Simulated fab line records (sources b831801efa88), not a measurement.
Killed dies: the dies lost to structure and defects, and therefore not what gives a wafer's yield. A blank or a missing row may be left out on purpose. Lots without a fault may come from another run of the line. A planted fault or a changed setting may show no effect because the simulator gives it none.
Shared-tool check / flow gf180mcu / 12 lots, 36 wafers sampled

== WHY IT WAS OPENED ==
Of 12 lots, 3 have the reading VT_IMPLANT_3_TW flagged at GF_VT_IMPLANT_TW_MEAS_32. No-fault wafers: 270.8, standard deviation 1.4.
Rule: a lot is flagged in two cases, either no wafer of it has a number, or all its wafers with numbers fall more than 4 standard deviations from that mean. The other lots count as sound.

lot=L368; measured=day 6 23:36; on=film metro-02; VT_IMPLANT_3_TW, wafer by wafer=271.3 270.7 269.8; flag=
lot=L369; measured=day 7 03:01; on=film metro-01; VT_IMPLANT_3_TW, wafer by wafer=271.6 269.4 269.2; flag=
lot=L370; measured=day 7 09:04; on=film metro-04; VT_IMPLANT_3_TW, wafer by wafer=271.7 271.7 269.6; flag=
lot=L373; measured=day 8 04:08; on=film metro-02; VT_IMPLANT_3_TW, wafer by wafer=269.5 268.1 270.5; flag=
lot=L375; measured=day 8 17:22; on=film metro-02; VT_IMPLANT_3_TW, wafer by wafer=270.1 268.8 271.2; flag=
lot=L376; measured=day 9 02:47; on=film metro-02; VT_IMPLANT_3_TW, wafer by wafer=334.0 331.6 334.3; flag=FLAGGED
lot=L377; measured=day 9 07:31; on=film metro-04; VT_IMPLANT_3_TW, wafer by wafer=268.5 270.0 269.3; flag=
lot=L379; measured=day 9 20:47; on=film metro-02; VT_IMPLANT_3_TW, wafer by wafer=270.7 272.0 270.8; flag=
lot=L380; measured=day 10 02:46; on=film metro-04; VT_IMPLANT_3_TW, wafer by wafer=333.6 331.3 332.8; flag=FLAGGED
lot=L387; measured=day 12 04:56; on=film metro-04; VT_IMPLANT_3_TW, wafer by wafer=334.4 332.9 332.2; flag=FLAGGED
lot=L389; measured=day 12 17:30; on=film metro-02; VT_IMPLANT_3_TW, wafer by wafer=272.0 271.1 271.5; flag=
lot=L390; measured=day 12 23:30; on=film metro-04; VT_IMPLANT_3_TW, wafer by wafer=269.8 270.6 269.8; flag=
The mean of the flagged lots' numbers is 333.0, +62.2 from the usual (+44 standard deviations).

== LOT BY LOT: THE TOOL USED ==
3 process steps preceding the reading are held in the record, out of 602 steps in the route. Cell contents, in order: the tool; ch with the chambers the sampled wafers went through; the start.
lot=L368; flag=; GF_VT_IMPLANT_STRIP_09=plasma asher-02 ch 0,1, day 5 17:01; GF_VT_IMPLANT_STRIP_20=plasma asher-02 ch 0,1, day 6 08:07; GF_VT_IMPLANT_IMPLANT_30=implanter-01 ch 0, day 6 23:21
lot=L369; flag=; GF_VT_IMPLANT_STRIP_09=plasma asher-03 ch 0, day 5 21:12; GF_VT_IMPLANT_STRIP_20=plasma asher-01 ch 0,1, day 6 11:40; GF_VT_IMPLANT_IMPLANT_30=implanter-02 ch 0, day 7 02:46
lot=L370; flag=; GF_VT_IMPLANT_STRIP_09=plasma asher-02 ch 0,1, day 6 02:31; GF_VT_IMPLANT_STRIP_20=plasma asher-03 ch 0,1, day 6 17:04; GF_VT_IMPLANT_IMPLANT_30=implanter-02 ch 0, day 7 08:49
lot=L373; flag=; GF_VT_IMPLANT_STRIP_09=plasma asher-01 ch 0,1, day 6 20:06; GF_VT_IMPLANT_STRIP_20=plasma asher-03 ch 0,1, day 7 12:04; GF_VT_IMPLANT_IMPLANT_30=implanter-04 ch 0, day 8 03:53
lot=L375; flag=; GF_VT_IMPLANT_STRIP_09=plasma asher-01 ch 0,1, day 7 09:18; GF_VT_IMPLANT_STRIP_20=plasma asher-01 ch 0,1, day 8 00:54; GF_VT_IMPLANT_IMPLANT_30=implanter-02 ch 0, day 8 17:07
lot=L376; flag=FLAGGED; GF_VT_IMPLANT_STRIP_09=plasma asher-03 ch 0,1, day 7 17:06; GF_VT_IMPLANT_STRIP_20=plasma asher-03 ch 0,1, day 8 09:36; GF_VT_IMPLANT_IMPLANT_30=implanter-04 ch 0, day 9 02:13
lot=L377; flag=; GF_VT_IMPLANT_STRIP_09=plasma asher-01 ch 0,1, day 7 22:10; GF_VT_IMPLANT_STRIP_20=plasma asher-03 ch 0,1, day 8 14:39; GF_VT_IMPLANT_IMPLANT_30=implanter-04 ch 0, day 9 07:17
lot=L379; flag=; GF_VT_IMPLANT_STRIP_09=plasma asher-02 ch 0,1, day 8 10:48; GF_VT_IMPLANT_STRIP_20=plasma asher-01 ch 0,1, day 9 03:41; GF_VT_IMPLANT_IMPLANT_30=implanter-01 ch 0, day 9 20:35
lot=L380; flag=FLAGGED; GF_VT_IMPLANT_STRIP_09=plasma asher-01 ch 0,1, day 8 16:37; GF_VT_IMPLANT_STRIP_20=plasma asher-02 ch 0,1, day 9 08:57; GF_VT_IMPLANT_IMPLANT_30=implanter-04 ch 0, day 10 02:13
lot=L387; flag=FLAGGED; GF_VT_IMPLANT_STRIP_09=plasma asher-03 ch 0,1, day 10 14:56; GF_VT_IMPLANT_STRIP_20=plasma asher-02 ch 0,1, day 11 09:03; GF_VT_IMPLANT_IMPLANT_30=implanter-02 ch 0, day 12 04:24
lot=L389; flag=; GF_VT_IMPLANT_STRIP_09=plasma asher-03 ch 0,1, day 11 03:15; GF_VT_IMPLANT_STRIP_20=plasma asher-02 ch 0,1, day 11 22:03; GF_VT_IMPLANT_IMPLANT_30=implanter-04 ch 0, day 12 17:15
lot=L390; flag=; GF_VT_IMPLANT_STRIP_09=plasma asher-03 ch 0,1, day 11 08:48; GF_VT_IMPLANT_STRIP_20=plasma asher-02 ch 0,1, day 12 03:46; GF_VT_IMPLANT_IMPLANT_30=implanter-04 ch 0, day 12 23:15
What is done by these steps:
- GF_VT_IMPLANT_STRIP_09: strips in O2/N2.
- GF_VT_IMPLANT_STRIP_20: strips in O2/N2.
- GF_VT_IMPLANT_IMPLANT_30
- GF_VT_IMPLANT_TW_MEAS_32

== FLAGGED OVER TOTAL, TOOL BY TOOL (the gauges that took the reading come last) ==
step=GF_VT_IMPLANT_STRIP_09; tool=plasma asher-01; lots run=4; flagged=1; share of the flagged lots=some; sound lots run after its first flagged lot=0
step=GF_VT_IMPLANT_STRIP_09; tool=plasma asher-02; lots run=3; flagged=0; share of the flagged lots=none; sound lots run after its first flagged lot=-
step=GF_VT_IMPLANT_STRIP_09; tool=plasma asher-03; lots run=5; flagged=2; share of the flagged lots=some; sound lots run after its first flagged lot=2 (L389,L390)
step=GF_VT_IMPLANT_STRIP_20; tool=plasma asher-01; lots run=3; flagged=0; share of the flagged lots=none; sound lots run after its first flagged lot=-
step=GF_VT_IMPLANT_STRIP_20; tool=plasma asher-02; lots run=5; flagged=2; share of the flagged lots=some; sound lots run after its first flagged lot=2 (L389,L390)
step=GF_VT_IMPLANT_STRIP_20; tool=plasma asher-03; lots run=4; flagged=1; share of the flagged lots=some; sound lots run after its first flagged lot=1 (L377)
step=GF_VT_IMPLANT_IMPLANT_30; tool=implanter-01; lots run=2; flagged=0; share of the flagged lots=none; sound lots run after its first flagged lot=-
step=GF_VT_IMPLANT_IMPLANT_30; tool=implanter-02; lots run=4; flagged=1; share of the flagged lots=some; sound lots run after its first flagged lot=0
step=GF_VT_IMPLANT_IMPLANT_30; tool=implanter-04; lots run=6; flagged=2; share of the flagged lots=some; sound lots run after its first flagged lot=3 (L377,L389,L390)
step=GF_VT_IMPLANT_TW_MEAS_32; tool=film metro-01; lots run=1; flagged=0; share of the flagged lots=none; sound lots run after its first flagged lot=-
step=GF_VT_IMPLANT_TW_MEAS_32; tool=film metro-02; lots run=6; flagged=1; share of the flagged lots=some; sound lots run after its first flagged lot=2 (L379,L389)
step=GF_VT_IMPLANT_TW_MEAS_32; tool=film metro-04; lots run=5; flagged=2; share of the flagged lots=some; sound lots run after its first flagged lot=1 (L390)

== WHAT THE TABLE PERMITS ==
No row of the table ran every flagged lot.

== WHAT THE SIMULATOR PUT IN ==
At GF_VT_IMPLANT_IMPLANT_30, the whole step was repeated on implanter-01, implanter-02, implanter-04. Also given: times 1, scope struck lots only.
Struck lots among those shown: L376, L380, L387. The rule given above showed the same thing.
